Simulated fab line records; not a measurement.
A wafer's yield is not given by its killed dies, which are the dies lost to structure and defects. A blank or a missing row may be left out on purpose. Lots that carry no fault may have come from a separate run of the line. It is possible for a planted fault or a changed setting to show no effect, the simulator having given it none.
fab line records | flow sky130
record lots=14 wafers=42 last-day=50
route steps=708 shown NWELL@63 VT_ADJUST_NCORE@130 SONOS_ONO@170
lots that met no fault: from a run of the same line without faults
start-h: hours from the record's opening day to when the first of the lot's shown wafers began | wait-h: hours since the lot's step before | " as in the row above | L1.1+2: a single row standing in for several wafers | - no value, or no start was given | * or withheld: withheld | < > ~ a bound
route shown NAME@n: NAME is a module with steps in the file, n the number in the route of the first one | usual: mean/standard deviation taken from wafers without a fault | same: alike in all rows | chamber/n: place in a boat | sites: readings site by site | _std_site: standard deviation across them | _edge_site: inner sites' mean taken away from outer sites' mean | radius-mm: for every site, how far away it sits from the centre of the wafer | mask NAME#n: copy n | behind: the most recent tool/chamber to have shaped the wafer | hold: cause of the lot's hold/its duration in hours/its outcome | device: names the non-switching transistor (n, p or np) | end of line: the tests these same wafers got at the end of their route | where a step has no rows: the recipe by itself | killed: at the first sort, the dies lost to defects and structure; wafer yield is something else | map: shows each die of a wafer: x if killed, . if not, _ if none is there
set.NAME: setting as actually run; set.NAME@STEP: the setting as run at that earlier step | model.NAME: the simulator's own value behind a step, which no gauge read
the route's steps for a sample of lots (tables are steps, rows are wafers)
## steps
# step SKY_NWELL_OVL_MEAS_10
# usual NWELL_00_OVL=-1.7/1.2
# columns lot.wafer tool chamber start-h wait-h NWELL_00_OVL[nm]
L126.2 overlay-02 - 84.89 - -1.0
L126.4 " - " " -1.2
L126.6 " - " " -0.5
L127.2 overlay-02 - 89.90 - -2.8
L127.3 " - " " -1.8
L127.6 " - " " -2.5
L128.3 overlay-02 - 96.01 - -2.0
L128.4 " - " " -0.5
L128.5 " - " " 0.3
L129.1 overlay-01 - 100.48 - -3.3
L129.3 " - " " -2.0
L129.4 " - " " -4.3
L132.1 overlay-01 - 119.38 - -1.1
L132.3 " - " " -0.3
L132.6 " - " " -1.0
L133.3 overlay-02 - 127.05 - -1.2
L133.4 " - " " -0.9
L133.5 " - " " 0.8
L141.2 overlay-01 - 185.38 - -1.4
L141.5 " - " " -0.3
L141.6 " - " " -0.9
L142.1 overlay-02 - 199.58 - -1.9
L142.2 " - " " -1.5
L142.3 " - " " 0.3
L143.1 overlay-01 - 199.59 - -2.0
L143.5 " - " " -3.6
L143.6 " - " " -1.3
L144.2 overlay-01 - 208.65 - -5.5
L144.3 " - " " -4.2
L144.4 " - " " -4.2
L145.1 overlay-02 - 208.93 - -1.1
L145.5 " - " " -0.8
L145.6 " - " " -1.9
L147.1 overlay-02 - 219.33 - -3.6
L147.3 " - " " -3.4
L147.4 " - " " -1.7
L149.1 overlay-01 - 235.03 - -1.9
L149.3 " - " " -1.1
L149.6 " - " " -1.9
L148.3 overlay-02 - 236.20 - -1.7
L148.4 " - " " -2.0
L148.5 " - " " -1.6
# step SKY_VT_ADJUST_NCORE_TW_MEAS_11
# usual VT_ADJUST_NCORE_TW=217.7/1.1
# columns lot.wafer tool chamber start-h wait-h VT_ADJUST_NCORE_TW
L126.2 film-metro-04 - 174.75 0.1 219.8
L126.4 " - " " 218.8
L126.6 " - " " 219.0
L127.2 film-metro-04 - 180.60 0.1 219.6
L127.3 " - " " 218.1
L127.6 " - " " 218.7
L128.3 film-metro-04 - 186.66 0.1 216.6
L128.4 " - " " 219.4
L128.5 " - " " 219.0
L129.1 film-metro-02 - 193.39 0.1 218.5
L129.3 " - " " 218.1
L129.4 " - " " 218.1
L132.1 film-metro-04 - 215.94 0.1 216.5
L132.3 " - " " 217.1
L132.6 " - " " 216.7
L133.3 film-metro-03 - 227.05 0.1 219.0
L133.4 " - " " 219.6
L133.5 " - " " 219.4
L141.2 film-metro-02 - 302.25 0.1 218.9
L141.5 " - " " 217.1
L141.6 " - " " 217.1
L142.1 film-metro-03 - 320.39 0.1 216.8
L142.2 " - " " 218.6
L142.3 " - " " 216.8
L143.1 film-metro-04 - 320.58 0.1 219.0
L143.5 " - " " 220.2
L143.6 " - " " 219.0
L144.2 film-metro-03 - 331.80 0.1 216.4
L144.3 " - " " 216.0
L144.4 " - " " 216.6
L145.1 film-metro-02 - 333.49 0.1 217.4
L145.5 " - " " 217.5
L145.6 " - " " 217.6
L147.1 film-metro-02 - 344.78 0.1 216.8
L147.3 " - " " 217.6
L147.4 " - " " 217.7
L149.1 film-metro-02 - 364.84 0.1 219.7
L149.3 " - " " 219.4
L149.6 " - " " 218.9
L148.3 film-metro-03 - 366.96 0.1 216.5
L148.4 " - " " 217.6
L148.5 " - " " 217.0
# step SKY_SONOS_ONO_CVD_02
# recipe material=Si3N4 precursor=DCS/NH3 target-thk-nm=10.5 temp-c=770 time-s=180 pressure-mtorr=250
# columns lot.wafer tool chamber start-h wait-h
L126.2+4+6 lpcvd-02 0 245.06 3.2
L127.2+3+6 lpcvd-02 1 251.04 0.8
L128.3+4+5 lpcvd-02 1 257.09 0.0
L129.1+3+4 lpcvd-02 1 263.86 0.1
L132.1+3+6 lpcvd-02 1 290.66 1.3
L133.3+4+5 lpcvd-02 1 303.48 1.0
L141.2+5+6 lpcvd-02 1 387.10 0.0
L142.1+2+3 lpcvd-02 1 414.77 5.1
L143.1+5+6 lpcvd-02 1 414.77 5.1
L144.2+3+4 lpcvd-02 0 423.97 2.0
L145.1+5+6 lpcvd-02 0 428.01 3.2
L147.1+3+4 lpcvd-02 1 435.27 1.4
L149.1+3+6 lpcvd-02 1 456.04 0.1
L148.3+4+5 lpcvd-02 0 458.78 0.0
# step SKY_SONOS_ONO_THK_MEAS_03
# recipe reads=Si3N4_of_SONOS_ONO_CVD_02
# usual SONOS_ONO_CVD_02_THK=10.45/0.2
# columns lot.wafer tool chamber start-h wait-h SONOS_ONO_CVD_02_THK[nm]
L126.2 film-metro-04 - 246.12 0.0 10.60
L126.4 " - " " 10.39
L126.6 " - " " 10.53
L127.2 film-metro-03 - 252.10 0.0 10.34
L127.3 " - " " 10.49
L127.6 " - " " 10.51
L128.3 film-metro-03 - 258.16 0.0 10.58
L128.4 " - " " 10.40
L128.5 " - " " 10.53
L129.1 film-metro-03 - 264.91 0.0 10.29
L129.3 " - " " 10.31
L129.4 " - " " 10.28
L132.1 film-metro-04 - 291.71 0.0 11.90
L132.3 " - " " 11.72
L132.6 " - " " 11.66
L133.3 film-metro-04 - 304.55 0.0 12.05
L133.4 " - " " 11.96
L133.5 " - " " 12.08
L141.2 film-metro-04 - 388.16 0.0 10.43
L141.5 " - " " 10.47
L141.6 " - " " 10.41
L142.1 film-metro-03 - 416.34 0.0 10.70
L142.2 " - " " 10.78
L142.3 " - " " 10.74
L143.1 film-metro-02 - 416.34 0.0 10.49
L143.5 " - " " 10.53
L143.6 " - " " 10.53
L144.2 film-metro-02 - 425.03 0.0 10.93
L144.3 " - " " 10.85
L144.4 " - " " 10.87
L145.1 film-metro-04 - 429.06 0.0 10.65
L145.5 " - " " 10.50
L145.6 " - " " 10.54
L147.1 film-metro-04 - 436.32 0.0 10.52
L147.3 " - " " 10.59
L147.4 " - " " 10.67
L149.1 film-metro-02 - 457.09 0.0 10.57
L149.3 " - " " 10.54
L149.6 " - " " 10.54
L148.3 film-metro-02 - 459.85 0.0 10.60
L148.4 " - " " 10.49
L148.5 " - " " 10.52
# step SKY_SONOS_ONO_THK_MEAS_05
# recipe reads=SiO2_of_SONOS_ONO_CVD_04
# usual SONOS_ONO_CVD_04_THK=5.67/0.12
# columns lot.wafer tool chamber start-h wait-h SONOS_ONO_CVD_04_THK[nm]
L126.2 film-metro-04 - 247.43 0.0 5.69
L126.4 " - " " 5.61
L126.6 " - " " 5.67
L127.2 film-metro-02 - 253.41 0.0 5.75
L127.3 " - " " 5.78
L127.6 " - " " 5.74
L128.3 film-metro-04 - 259.47 0.0 5.64
L128.4 " - " " 5.58
L128.5 " - " " 5.62
L129.1 film-metro-04 - 266.22 0.0 5.71
L129.3 " - " " 5.63
L129.4 " - " " 5.66
L132.1 film-metro-02 - 293.02 0.0 5.64
L132.3 " - " " 5.77
L132.6 " - " " 5.54
L133.3 film-metro-03 - 305.86 0.0 6.04
L133.4 " - " " 5.86
L133.5 " - " " 5.93
L141.2 film-metro-04 - 390.09 0.0 5.73
L141.5 " - " " 5.66
L141.6 " - " " 5.65
L142.1 film-metro-04 - 417.65 0.0 5.64
L142.2 " - " " 5.56
L142.3 " - " " 5.62
L143.1 film-metro-02 - 417.65 0.0 5.60
L143.5 " - " " 5.69
L143.6 " - " " 5.56
L144.2 film-metro-03 - 426.34 0.0 5.69
L144.3 " - " " 5.80
L144.4 " - " " 5.69
L145.1 film-metro-04 - 430.37 0.0 5.64
L145.5 " - " " 5.70
L145.6 " - " " 5.80
L147.1 film-metro-04 - 437.63 0.0 5.66
L147.3 " - " " 5.61
L147.4 " - " " 5.77
L149.1 film-metro-03 - 458.40 0.0 5.59
L149.3 " - " " 5.47
L149.6 " - " " 5.58
L148.3 film-metro-03 - 461.16 0.0 5.71
L148.4 " - " " 5.51
L148.5 " - " " 5.50
## key
first-sign step=SKY_SONOS_ONO_THK_MEAS_03 reading=SONOS_ONO_CVD_02_THK direction=up sigmas=7.3 usual=10.45 struck=11.90
effect none on later readings
met-at SKY_SONOS_ONO_CVD_02
struck-lots L132,L133
tester-left-out L132,L133
not-acting-at SKY_NWELL_OVL_MEAS_10,SKY_VT_ADJUST_NCORE_TW_MEAS_11,SKY_SONOS_ONO_THK_MEAS_05
onset-between 263.86 290.66
fault kind=process-parameter-drift tool=lpcvd-02 chamber=- onset-h=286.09 steps=SKY_SONOS_ONO_CVD_02 channel=time-s offset=* shape=step end-h=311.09 acts-in=* stated=*
# tester-left-out: of these lots the tester's yield and bins aren't shown, on N5 and GAA mostly nor the transistor test; their killed dies are dies lost to structure and defects alone, not to doping, threshold or leakage, so they don't give the yield
